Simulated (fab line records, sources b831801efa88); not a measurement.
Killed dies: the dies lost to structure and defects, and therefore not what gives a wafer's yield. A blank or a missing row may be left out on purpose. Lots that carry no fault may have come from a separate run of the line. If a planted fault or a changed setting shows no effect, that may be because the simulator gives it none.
fab line records + flow sky130
record
- lots=15
- wafers=45
- last_day=50
route steps=708 shown VIA3@576 CAP2M@612
lots that met no fault: from a run of the same line without faults
start_h: hours from the record's first day to the start of the lot's first wafer shown + wait_h: time in hours since the lot's previous step + " the same as in the row above + L1.1+2: a row that stands for several wafers + - either no value or no given start + * or withheld: withheld + < > ~ a bound
route shown NAME@n: names a module that has steps shown in the file, with the first one's number in the route + usual: mean/standard deviation taken from wafers without a fault + same: alike in all rows + chamber/n: place in a boat + sites: the reading at each site + _std_site: how widely they spread, as a standard deviation + _edge_site: outer sites' mean less inner sites' + radius_mm: for every site, how far away it sits from the centre of the wafer + mask NAME#n: copy n + behind: the last tool/chamber to shape the wafer + hold: what put the lot on hold/how long, in hours/how the hold closed + device: transistor that didn't switch, given as n, p or np + end of line: tests run on the same wafers once the route is complete + step lacking rows: just its recipe + killed: dies that structure and defects cost at the first sort, which is not the same as the wafer's yield + map: shows each die of a wafer: x if killed, . if not, _ if none is there
set.NAME: setting as actually run; set.NAME@STEP: the setting as run at that earlier step + model.NAME: the simulator's own value behind a step, which no gauge read
steps of the route over a sample of lots; a table a step, a row a wafer
services: a tool's chamber out of use, with start hour (start_h, from the record's first day; less than 0 if before it), hours out, and reason
## steps
# step SKY_VIA3_BOW_MEAS_03
# recipe
- mode=bow
# usual
- VIA3_BOW=77/8.3
| lot.wafer | tool          | chamber | start_h | wait_h | VIA3_BOW[um] |
|-----------|---------------|---------|---------|--------|--------------|
| L666.2    | film_metro-02 | -       | 897.04  | 0.1    | 74           |
| L666.3    | "             | -       | "       | "      | 84           |
| L666.5    | "             | -       | "       | "      | 73           |
| L668.1    | film_metro-02 | -       | 917.11  | 0.2    | 76           |
| L668.2    | "             | -       | "       | "      | 60           |
| L668.4    | "             | -       | "       | "      | 76           |
| L667.1    | film_metro-02 | -       | 923.56  | 0.1    | 84           |
| L667.5    | "             | -       | "       | "      | 78           |
| L667.6    | "             | -       | "       | "      | 95           |
| L669.2    | film_metro-02 | -       | 926.50  | 0.3    | 67           |
| L669.4    | "             | -       | "       | "      | 86           |
| L669.5    | "             | -       | "       | "      | 83           |
| L671.1    | film_metro-03 | -       | 941.36  | 0.2    | 80           |
| L671.4    | "             | -       | "       | "      | 79           |
| L671.6    | "             | -       | "       | "      | 73           |
| L672.1    | film_metro-01 | -       | 951.96  | 0.1    | 72           |
| L672.4    | "             | -       | "       | "      | 81           |
| L672.6    | "             | -       | "       | "      | 78           |
| L674.2    | film_metro-01 | -       | 963.09  | 0.2    | 82           |
| L674.5    | "             | -       | "       | "      | 74           |
| L674.6    | "             | -       | "       | "      | 79           |
| L678.3    | film_metro-01 | -       | 999.73  | 0.3    | 84           |
| L678.4    | "             | -       | "       | "      | 81           |
| L678.5    | "             | -       | "       | "      | 78           |
| L680.1    | film_metro-02 | -       | 1007.63 | 0.2    | 67           |
| L680.4    | "             | -       | "       | "      | 56           |
| L680.6    | "             | -       | "       | "      | 60           |
| L681.1    | film_metro-02 | -       | 1009.75 | 0.2    | 77           |
| L681.2    | "             | -       | "       | "      | 65           |
| L681.3    | "             | -       | "       | "      | 71           |
| L685.1    | film_metro-01 | -       | 1042.98 | 0.2    | 69           |
| L685.3    | "             | -       | "       | "      | 80           |
| L685.6    | "             | -       | "       | "      | 71           |
| L687.1    | film_metro-02 | -       | 1045.81 | 0.1    | 75           |
| L687.4    | "             | -       | "       | "      | 72           |
| L687.6    | "             | -       | "       | "      | 70           |
| L686.1    | film_metro-01 | -       | 1052.66 | 0.2    | 78           |
| L686.3    | "             | -       | "       | "      | 89           |
| L686.5    | "             | -       | "       | "      | 67           |
| L688.2    | film_metro-03 | -       | 1058.97 | 0.1    | 74           |
| L688.5    | "             | -       | "       | "      | 73           |
| L688.6    | "             | -       | "       | "      | 86           |
| L689.2    | film_metro-01 | -       | 1061.55 | 0.1    | 69           |
| L689.3    | "             | -       | "       | "      | 66           |
| L689.4    | "             | -       | "       | "      | 65           |
# step SKY_VIA3_CVD_21
# recipe
- material=W
- target_thk_nm=390
- time_s=117.31
- temp_c=400
- pressure_torr=40
# usual
- heater_power_w=821/86
| lot.wafer | tool     | chamber | start_h | wait_h | heater_power_w | since_wet_clean_h |
|-----------|----------|---------|---------|--------|----------------|-------------------|
| L666.2    | cvd_w-02 | 1       | 923.14  | 0.0    | 885            | 5                 |
| L666.3    | "        | 0       | "       | "      | 718            | -                 |
| L666.5    | "        | 1       | "       | "      | 871            | -                 |
| L668.1    | cvd_w-02 | 1       | 942.53  | 0.0    | 851            | 25                |
| L668.2    | "        | 0       | "       | "      | 691            | 25                |
| L668.4    | "        | 0       | "       | "      | 715            | -                 |
| L667.1    | cvd_w-01 | 1       | 949.94  | 0.0    | 939            | 546               |
| L667.5    | "        | 0       | "       | "      | 834            | -                 |
| L667.6    | "        | 1       | "       | "      | 895            | -                 |
| L669.2    | cvd_w-02 | 1       | 952.30  | 0.0    | 854            | 34                |
| L669.4    | "        | 0       | "       | "      | 709            | -                 |
| L669.5    | "        | 1       | "       | "      | 866            | -                 |
| L671.1    | cvd_w-02 | 1       | 966.08  | 0.0    | 864            | 48                |
| L671.4    | "        | 1       | "       | "      | 860            | -                 |
| L671.6    | "        | 0       | "       | "      | 708            | -                 |
| L672.1    | cvd_w-02 | 1       | 976.48  | 0.0    | 845            | 58                |
| L672.4    | "        | 0       | "       | "      | 709            | -                 |
| L672.6    | "        | 1       | "       | "      | 834            | -                 |
| L674.2    | cvd_w-01 | 1       | 987.77  | 0.1    | 916            | -                 |
| L674.5    | "        | 1       | "       | "      | 924            | -                 |
| L674.6    | "        | 1       | "       | "      | 889            | -                 |
| L678.3    | cvd_w-01 | 1       | 1024.33 | 0.1    | 904            | -                 |
| L678.4    | "        | 1       | "       | "      | 927            | -                 |
| L678.5    | "        | 1       | "       | "      | 914            | -                 |
| L680.1    | cvd_w-02 | 1       | 1031.29 | 0.0    | 875            | 113               |
| L680.4    | "        | 1       | "       | "      | 860            | -                 |
| L680.6    | "        | 1       | "       | "      | 857            | -                 |
| L681.1    | cvd_w-01 | 0       | 1033.86 | 0.0    | 855            | 630               |
| L681.2    | "        | 1       | "       | "      | 937            | 630               |
| L681.3    | "        | 0       | "       | "      | 808            | -                 |
| L685.1    | cvd_w-01 | 0       | 1066.09 | 0.0    | 825            | 662               |
| L685.3    | "        | 1       | "       | "      | 918            | -                 |
| L685.6    | "        | 0       | "       | "      | 835            | -                 |
| L687.1    | cvd_w-02 | 0       | 1067.89 | 0.0    | 717            | 150               |
| L687.4    | "        | 1       | "       | "      | 868            | -                 |
| L687.6    | "        | 1       | "       | "      | 856            | -                 |
| L686.1    | cvd_w-02 | 0       | 1075.38 | 0.0    | 696            | 157               |
| L686.3    | "        | 0       | "       | "      | 703            | -                 |
| L686.5    | "        | 0       | "       | "      | 699            | -                 |
| L688.2    | cvd_w-01 | 1       | 1081.27 | 0.0    | 936            | 677               |
| L688.5    | "        | 1       | "       | "      | 921            | -                 |
| L688.6    | "        | 0       | "       | "      | 842            | -                 |
| L689.2    | cvd_w-01 | 1       | 1083.20 | 0.0    | 926            | 679               |
| L689.3    | "        | 1       | "       | "      | 939            | -                 |
| L689.4    | "        | 0       | "       | "      | 817            | -                 |
# step SKY_VIA3_RS_MEAS_22
# recipe
- thk_meas_gauge=four-point-probe
- reads=W_of_VIA3_CVD_21+TiN_of_VIA3_SPUTTER_20
# usual
- VIA3_W_RS=0.2930/0.0029
| lot.wafer | tool          | chamber | start_h | wait_h | VIA3_W_RS[ohm/sq] |
|-----------|---------------|---------|---------|--------|-------------------|
| L666.2    | film_metro-03 | -       | 923.28  | 0.1    | 0.2912            |
| L666.3    | "             | -       | "       | "      | 0.2916            |
| L666.5    | "             | -       | "       | "      | 0.2934            |
| L668.1    | film_metro-01 | -       | 942.66  | 0.1    | 0.2944            |
| L668.2    | "             | -       | "       | "      | 0.2936            |
| L668.4    | "             | -       | "       | "      | 0.2950            |
| L667.1    | film_metro-03 | -       | 950.06  | 0.1    | 0.2941            |
| L667.5    | "             | -       | "       | "      | 0.2935            |
| L667.6    | "             | -       | "       | "      | 0.2972            |
| L669.2    | film_metro-01 | -       | 952.44  | 0.1    | 0.2966            |
| L669.4    | "             | -       | "       | "      | 0.2984            |
| L669.5    | "             | -       | "       | "      | 0.2974            |
| L671.1    | film_metro-03 | -       | 966.21  | 0.1    | 0.2981            |
| L671.4    | "             | -       | "       | "      | 0.2960            |
| L671.6    | "             | -       | "       | "      | 0.2924            |
| L672.1    | film_metro-03 | -       | 976.61  | 0.1    | 0.2923            |
| L672.4    | "             | -       | "       | "      | 0.2886            |
| L672.6    | "             | -       | "       | "      | 0.2893            |
| L674.2    | film_metro-01 | -       | 988.00  | 0.2    | 0.2938            |
| L674.5    | "             | -       | "       | "      | 0.2917            |
| L674.6    | "             | -       | "       | "      | 0.2939            |
| L678.3    | film_metro-01 | -       | 1024.53 | 0.2    | 0.2888            |
| L678.4    | "             | -       | "       | "      | 0.2912            |
| L678.5    | "             | -       | "       | "      | 0.2937            |
| L680.1    | film_metro-02 | -       | 1031.41 | 0.1    | 0.2915            |
| L680.4    | "             | -       | "       | "      | 0.2933            |
| L680.6    | "             | -       | "       | "      | 0.2927            |
| L681.1    | film_metro-02 | -       | 1033.98 | 0.1    | 0.2952            |
| L681.2    | "             | -       | "       | "      | 0.2955            |
| L681.3    | "             | -       | "       | "      | 0.3003            |
| L685.1    | film_metro-01 | -       | 1066.21 | 0.1    | 0.2921            |
| L685.3    | "             | -       | "       | "      | 0.2945            |
| L685.6    | "             | -       | "       | "      | 0.2924            |
| L687.1    | film_metro-03 | -       | 1068.01 | 0.1    | 0.2885            |
| L687.4    | "             | -       | "       | "      | 0.2868            |
| L687.6    | "             | -       | "       | "      | 0.2870            |
| L686.1    | film_metro-03 | -       | 1075.50 | 0.1    | 0.2908            |
| L686.3    | "             | -       | "       | "      | 0.2903            |
| L686.5    | "             | -       | "       | "      | 0.2958            |
| L688.2    | film_metro-01 | -       | 1081.42 | 0.1    | 0.2967            |
| L688.5    | "             | -       | "       | "      | 0.2985            |
| L688.6    | "             | -       | "       | "      | 0.2951            |
| L689.2    | film_metro-01 | -       | 1083.34 | 0.1    | 0.2956            |
| L689.3    | "             | -       | "       | "      | 0.2923            |
| L689.4    | "             | -       | "       | "      | 0.2940            |
# step SKY_CAP2M_EXPOSE_09
# recipe
- mask_id=CAP2M
- na=0.6
- source_shape=conventional
- sigma_outer=0.6
- polarization=unpolarized
- target_cd_nm=1000
- dose_mj=159
# usual
- exposure_dose_mJ_cm2=158.96/0.17
- focus_offset_nm=0.0/0.55
| lot.wafer | tool             | chamber | start_h | wait_h | mask    | exposure_dose_mJ_cm2 | focus_offset_nm |
|-----------|------------------|---------|---------|--------|---------|----------------------|-----------------|
| L666.2    | iline_stepper-02 | 0       | 936.74  | -      | CAP2M#0 | 158.93               | -0.2            |
| L666.3    | "                | 0       | "       | "      | CAP2M#0 | 159.02               | 1.0             |
| L666.5    | "                | 0       | "       | "      | CAP2M#0 | 158.73               | 0.0             |
| L668.1    | iline_stepper-01 | 0       | 955.90  | -      | CAP2M#0 | 159.29               | 0.2             |
| L668.2    | "                | 0       | "       | "      | CAP2M#0 | 159.25               | 0.8             |
| L668.4    | "                | 0       | "       | "      | CAP2M#0 | 159.07               | 0.2             |
| L667.1    | iline_stepper-02 | 0       | 962.75  | -      | CAP2M#0 | 158.82               | -0.2            |
| L667.5    | "                | 0       | "       | "      | CAP2M#0 | 158.85               | 0.1             |
| L667.6    | "                | 0       | "       | "      | CAP2M#0 | 159.04               | 0.0             |
| L669.2    | iline_stepper-01 | 0       | 964.93  | -      | CAP2M#0 | 159.00               | -0.9            |
| L669.4    | "                | 0       | "       | "      | CAP2M#0 | 159.15               | -0.7            |
| L669.5    | "                | 0       | "       | "      | CAP2M#0 | 159.30               | -1.1            |
| L671.1    | iline_stepper-02 | 0       | 978.94  | -      | CAP2M#0 | 158.99               | -0.5            |
| L671.4    | "                | 0       | "       | "      | CAP2M#0 | 159.13               | 0.5             |
| L671.6    | "                | 0       | "       | "      | CAP2M#0 | 158.79               | -0.9            |
| L672.1    | iline_stepper-01 | 0       | 989.00  | -      | CAP2M#0 | 158.76               | 0.3             |
| L672.4    | "                | 0       | "       | "      | CAP2M#0 | 158.99               | -0.3            |
| L672.6    | "                | 0       | "       | "      | CAP2M#0 | 159.01               | 0.3             |
| L674.2    | iline_stepper-01 | 0       | 1000.81 | -      | CAP2M#0 | 158.98               | 0.5             |
| L674.5    | "                | 0       | "       | "      | CAP2M#0 | 158.98               | 1.6             |
| L674.6    | "                | 0       | "       | "      | CAP2M#0 | 158.79               | 1.0             |
| L678.3    | iline_stepper-02 | -       | 1036.45 | -      | CAP2M#0 | -                    | -               |
| L678.4    | "                | -       | "       | "      | CAP2M#0 | -                    | -               |
| L678.5    | "                | -       | "       | "      | CAP2M#0 | -                    | -               |
| L680.1    | iline_stepper-01 | -       | 1044.01 | -      | CAP2M#0 | -                    | -               |
| L680.4    | "                | -       | "       | "      | CAP2M#0 | -                    | -               |
| L680.6    | "                | -       | "       | "      | CAP2M#0 | -                    | -               |
| L681.1    | iline_stepper-02 | -       | 1046.31 | -      | CAP2M#0 | -                    | -               |
| L681.2    | "                | -       | "       | "      | CAP2M#0 | -                    | -               |
| L681.3    | "                | -       | "       | "      | CAP2M#0 | -                    | -               |
| L685.1    | iline_stepper-02 | 0       | 1077.43 | -      | CAP2M#0 | 158.95               | 0.2             |
| L685.3    | "                | 0       | "       | "      | CAP2M#0 | 159.08               | 0.3             |
| L685.6    | "                | 0       | "       | "      | CAP2M#0 | 158.91               | 0.7             |
| L687.1    | iline_stepper-01 | 0       | 1079.61 | -      | CAP2M#0 | 158.85               | 0.0             |
| L687.4    | "                | 0       | "       | "      | CAP2M#0 | 158.98               | -0.4            |
| L687.6    | "                | 0       | "       | "      | CAP2M#0 | 158.80               | -0.1            |
| L686.1    | iline_stepper-02 | 0       | 1086.80 | -      | CAP2M#0 | 158.85               | 0.1             |
| L686.3    | "                | 0       | "       | "      | CAP2M#0 | 158.90               | -0.3            |
| L686.5    | "                | 0       | "       | "      | CAP2M#0 | 158.70               | 0.5             |
| L688.2    | iline_stepper-02 | 0       | 1093.43 | -      | CAP2M#0 | 158.66               | -0.6            |
| L688.5    | "                | 0       | "       | "      | CAP2M#0 | 158.99               | -0.6            |
| L688.6    | "                | 0       | "       | "      | CAP2M#0 | 158.93               | -1.1            |
| L689.2    | iline_stepper-02 | 0       | 1094.99 | -      | CAP2M#0 | 158.99               | 0.4             |
| L689.3    | "                | 0       | "       | "      | CAP2M#0 | 158.92               | -0.5            |
| L689.4    | "                | 0       | "       | "      | CAP2M#0 | 158.94               | 0.0             |
## services
| tool             | chamber | start_h | hours | kind        |
|------------------|---------|---------|-------|-------------|
| iline_stepper-01 | 0       | 902.46  | -     | calibration |
| cvd_w-02         | -       | 904.00  | 14.0  | pm          |
| cvd_w-02         | 0       | 904.00  | 14.0  | vent_cycle  |
| cvd_w-02         | 1       | 904.00  | 14.0  | vent_cycle  |
| cvd_w-02         | 0       | 918.00  | -     | clean       |
| cvd_w-02         | 1       | 918.00  | -     | clean       |
| cvd_w-01         | -       | 922.62  | 0.5   | repair      |
| iline_stepper-01 | -       | 929.57  | 5.0   | repair      |
| iline_stepper-02 | 0       | 944.71  | -     | calibration |
| iline_stepper-02 | -       | 955.22  | 0.6   | repair      |
| cvd_w-01         | 0       | 965.13  | 67.8  | repair      |
| iline_stepper-01 | -       | 976.94  | 3.3   | repair      |
| iline_stepper-02 | -       | 995.82  | 1.7   | pm          |
| iline_stepper-01 | -       | 1053.36 | 4.4   | pm          |
| iline_stepper-01 | -       | 1057.81 | 1.7   | pm          |
| cvd_w-02         | -       | 1083.14 | 2.8   | pm          |
## key
first_sign
- step=SKY_CAP2M_EXPOSE_09
- reading=tool_record
- direction=missing
effect none on later readings
met_at SKY_CAP2M_EXPOSE_09
struck_lots L678,L680,L681
later_rows_left_out L678.3,L678.4,L678.5,L680.1,L680.4,L680.6,L681.1,L681.2,L681.3
sort_left_out L678.3,L678.4,L678.5,L680.1,L680.4,L680.6,L681.1,L681.2,L681.3
not_acting_at SKY_VIA3_BOW_MEAS_03,SKY_VIA3_CVD_21,SKY_VIA3_RS_MEAS_22
onset_between 1000.81 1036.45
fault
- kind=skipped_step_whole
- tool=iline_stepper-01,iline_stepper-02
- chamber=-
- onset_h=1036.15
- steps=SKY_CAP2M_EXPOSE_09
- scope=struck_lots_only
# sort_left_out: the simulated sort isn't trusted on such a fault, so these wafers' sort isn't shown, and their yield isn't known
# later_rows_left_out: the simulator's readings of these wafers behind a module that went badly wrong aren't trusted and aren't shown, but for the sort
